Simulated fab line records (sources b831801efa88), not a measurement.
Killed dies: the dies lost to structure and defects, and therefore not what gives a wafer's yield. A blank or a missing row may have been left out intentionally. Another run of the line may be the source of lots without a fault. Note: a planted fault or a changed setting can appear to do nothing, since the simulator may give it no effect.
The tool behind it: which one? | flow sky130 | 21 wafers from 7 lots sampled at 3 of the route's 708 steps

== WHAT THE GAUGES READ, wafer by wafer ==
SKY_LDD_P_CD_MEAS_07 targets a cd of 380 nm.
lot  | measured     | on        | cd-nm (nm)
L932 | day 19 20:17 | cd-sem-01 | 377.9 377.8 378.7
L935 | day 21 01:04 | cd-sem-01 | 380.5 382.2 384.9
L939 | day 22 14:20 | cd-sem-01 | 379.1 379.1 376.5
L941 | day 23 02:32 | cd-sem-01 | 379.7 379.7 376.6
L944 | day 24 11:49 | cd-sem-02 | 350.0 346.6 349.1
L946 | day 25 05:07 | cd-sem-02 | 348.6 346.6 348.5
L953 | day 27 12:23 | cd-sem-01 | 379.8 378.4 377.2

== EACH LOT AND THE TOOL THAT RAN IT (in order: tool; ch and the chambers of the sampled wafers; start) ==
lot  | SKY_VT_ADJUST_HVTR_STRIP_10          | SKY_LDD_P_DEVELOP_06
L932 | plasma-asher-02 ch 0,1, day 10 07:06 | litho-track-03 ch 0, day 19 20:08
L935 | plasma-asher-02 ch 0,1, day 11 03:33 | litho-track-03 ch 0, day 21 00:55
L939 | plasma-asher-03 ch 0,1, day 12 05:10 | litho-track-01 ch 0, day 22 14:11
L941 | plasma-asher-02 ch 0,1, day 12 15:37 | litho-track-01 ch 0, day 23 02:23
L944 | plasma-asher-03 ch 0,1, day 13 22:16 | litho-track-01 ch 0, day 24 11:40
L946 | plasma-asher-04 ch 0,1, day 14 13:45 | litho-track-01 ch 0, day 25 04:55
L953 | plasma-asher-02 ch 0,1, day 16 18:52 | litho-track-03 ch 0, day 27 12:14
- SKY_VT_ADJUST_HVTR_STRIP_10: strips in O2/N2.
- SKY_LDD_P_DEVELOP_06: develop time 60 s.

== THE ANSWER, worked out from the rows above alone ==
Rule: the usual values come from the lots themselves. The widest of any qualifying gaps counts: lots, ordered by their means at a reading, are off when they make up no more than a third of the lots, leave a main group of 4 or more, and stand apart from it by 3 or more times the standard deviation of that group's means. If all means in a main group match to the digits the tables above print for the reading, that group is not used. Also off: a lot with no number at a reading for which 4 or more lots have one. All remaining lots with rows at the step are treated as sound.
Off: L944, L946 (SKY_LDD_P_CD_MEAS_07, cd-nm). Mean 379.2 nm and standard deviation 1.7 in the main group.
If a tool, at a process step before that reading, ran all the lots that are off and no sound lot after the first of them, it fits. Those tools and the gauges at SKY_LDD_P_CD_MEAS_07 are tried in the same way. 2 tools fit, litho-track-01 at SKY_LDD_P_DEVELOP_06 and cd-sem-02 at SKY_LDD_P_CD_MEAS_07, so this cannot tell which one it is.

== WHAT WAS PUT IN BY THE SIMULATOR ==
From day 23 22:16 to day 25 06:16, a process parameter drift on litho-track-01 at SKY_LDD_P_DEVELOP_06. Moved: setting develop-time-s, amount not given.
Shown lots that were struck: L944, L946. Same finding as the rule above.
